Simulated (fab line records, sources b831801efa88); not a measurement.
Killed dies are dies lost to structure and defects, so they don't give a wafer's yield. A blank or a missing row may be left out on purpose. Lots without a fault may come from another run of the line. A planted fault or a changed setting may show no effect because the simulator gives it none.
Which tool did it? | flow sky130 | 7 lots, 21 wafers sampled, at 3 steps of a route of 708

WHAT THE GAUGES READ, wafer by wafer
SKY_VIA3_CD_MEAS_12: target cd 200 nm.
lot  | measured     | on        | cd_nm (nm)
L694 | day 40 06:29 | cd_sem-02 | 200.8 200.2 202.7
L697 | day 41 02:03 | cd_sem-02 | 199.4 199.2 197.9
L698 | day 41 14:10 | cd_sem-02 | 201.0 201.0 201.1
L702 | day 43 12:05 | cd_sem-02 | 200.7 200.4 199.4
L705 | day 43 17:56 | cd_sem-01 | 202.2 201.3 200.9
L700 | day 43 19:25 | cd_sem-01 | 198.4 200.1 196.6
L708 | day 43 21:45 | cd_sem-02 | 155.3 199.4 155.3

WHICH TOOL RAN EACH LOT (tool, then ch and the chambers of the sampled wafers, then the start)
lot  | SKY_METAL3_METAL_ETCH_18          | SKY_VIA3_EXPOSE_09
L694 | rie_metal-01 ch 0, day 39 05:03   | krf_scanner-01 ch 0, day 39 18:49
L697 | rie_metal-03 ch 0,1, day 40 00:29 | krf_scanner-02 ch 0, day 40 15:23
L698 | rie_metal-03 ch 0,1, day 40 13:04 | krf_scanner-01 ch 0, day 41 01:43
L702 | rie_metal-01 ch 0,1, day 42 11:53 | krf_scanner-01 ch 0, day 43 00:25
L705 | rie_metal-02 ch 0,1, day 42 16:43 | krf_scanner-02 ch 0, day 43 05:37
L700 | rie_metal-03 ch 0,1, day 42 18:21 | krf_scanner-02 ch 0, day 43 07:26
L708 | rie_metal-01 ch 0,1, day 42 20:08 | krf_scanner-02 ch 0, day 43 09:14
- SKY_METAL3_METAL_ETCH_18: etches the open film in Cl2/BCl3, stops on SiO2, target depth 845 nm, time 183.1 s.
- SKY_VIA3_EXPOSE_09: exposes mask VIM3, target cd 200 nm.

THE ANSWER, worked out from the rows above alone
Rule: what is usual is taken from the lots themselves. Put in order of their means at a reading, lots are off if they are a third of the lots or fewer, leave a main group of 4 or more, and stand apart from it by a gap of 3 or more times the standard deviation of the main group's means; of several such gaps the widest counts. A main group whose means are all the same, to the digits that the tables above print for the reading, isn't used. A lot without any number at a reading at which 4 lots or more have one is off too. The other lots that the step has rows for count as sound.
Off: L708, at SKY_VIA3_CD_MEAS_12 (cd_nm). The main group: mean 200.2 nm, standard deviation 1.2.
A tool fits if, at a process step before that reading, it ran every lot that is off, and no sound lot after the first of them. The gauges at SKY_VIA3_CD_MEAS_12 are tried like those tools. Can't be told from this: 3 tools fit, rie_metal-01 at SKY_METAL3_METAL_ETCH_18, krf_scanner-02 at SKY_VIA3_EXPOSE_09, cd_sem-02 at SKY_VIA3_CD_MEAS_12.

WHAT THE SIMULATOR HAD PUT IN
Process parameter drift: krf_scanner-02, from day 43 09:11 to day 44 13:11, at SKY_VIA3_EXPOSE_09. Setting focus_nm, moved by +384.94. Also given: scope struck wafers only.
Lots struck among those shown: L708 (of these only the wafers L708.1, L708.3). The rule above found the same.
